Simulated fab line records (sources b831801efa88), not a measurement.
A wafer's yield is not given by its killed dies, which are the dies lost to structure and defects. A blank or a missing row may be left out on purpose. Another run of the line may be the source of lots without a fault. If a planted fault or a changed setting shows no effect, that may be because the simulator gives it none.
Which tool is to blame? / flow gf180mcu / 21 wafers sampled from 7 lots at 1 step of a route of 602

== WHAT THE GAUGES READ, wafer by wafer ==
GF_HV_LDD_THK_MEAS_57.
lot=L963; measured=day 12 21:10; on=filmMetro-03; HV_LDD_CVD_56_THK (nm)=91.2 90.1 90.3
lot=L965; measured=day 13 08:25; on=filmMetro-03; HV_LDD_CVD_56_THK (nm)=88.7 88.8 89.4
lot=L971; measured=day 15 10:10; on=filmMetro-02; HV_LDD_CVD_56_THK (nm)=89.3 88.7 89.6
lot=L973; measured=day 16 05:43; on=filmMetro-03; HV_LDD_CVD_56_THK (nm)=89.0 88.9 88.2
lot=L975; measured=day 16 22:03; on=filmMetro-01; HV_LDD_CVD_56_THK (nm)=89.6 89.8 90.0
lot=L980; measured=day 18 12:32; on=filmMetro-01; HV_LDD_CVD_56_THK (nm)=89.8 89.9 90.6
lot=L982; measured=day 19 00:53; on=filmMetro-02; HV_LDD_CVD_56_THK (nm)=89.6 89.9 90.1

== EACH LOT AND THE TOOL THAT RAN IT (in order: tool; ch and the chambers of the sampled wafers; start) ==
There is no process step in the record ahead of these readings.

== THE ANSWER, worked out from the rows above alone ==
Rule: what is usual is taken from the lots themselves. Put in order of their means at a reading, lots are off if they are a third of the lots or fewer, leave a main group of 4 or more, and stand apart from it by a gap of 3 or more times the standard deviation of the main group's means; of several such gaps the widest counts. The tables above print the reading to a certain number of digits; a main group whose means all agree to those digits is not used. A lot without any number at a reading at which 4 lots or more have one is off too. The other lots that the step has rows for count as sound.
Nothing can be told from this: no lot is off at any reading shown.

== WHAT THE SIMULATOR HAD PUT IN ==
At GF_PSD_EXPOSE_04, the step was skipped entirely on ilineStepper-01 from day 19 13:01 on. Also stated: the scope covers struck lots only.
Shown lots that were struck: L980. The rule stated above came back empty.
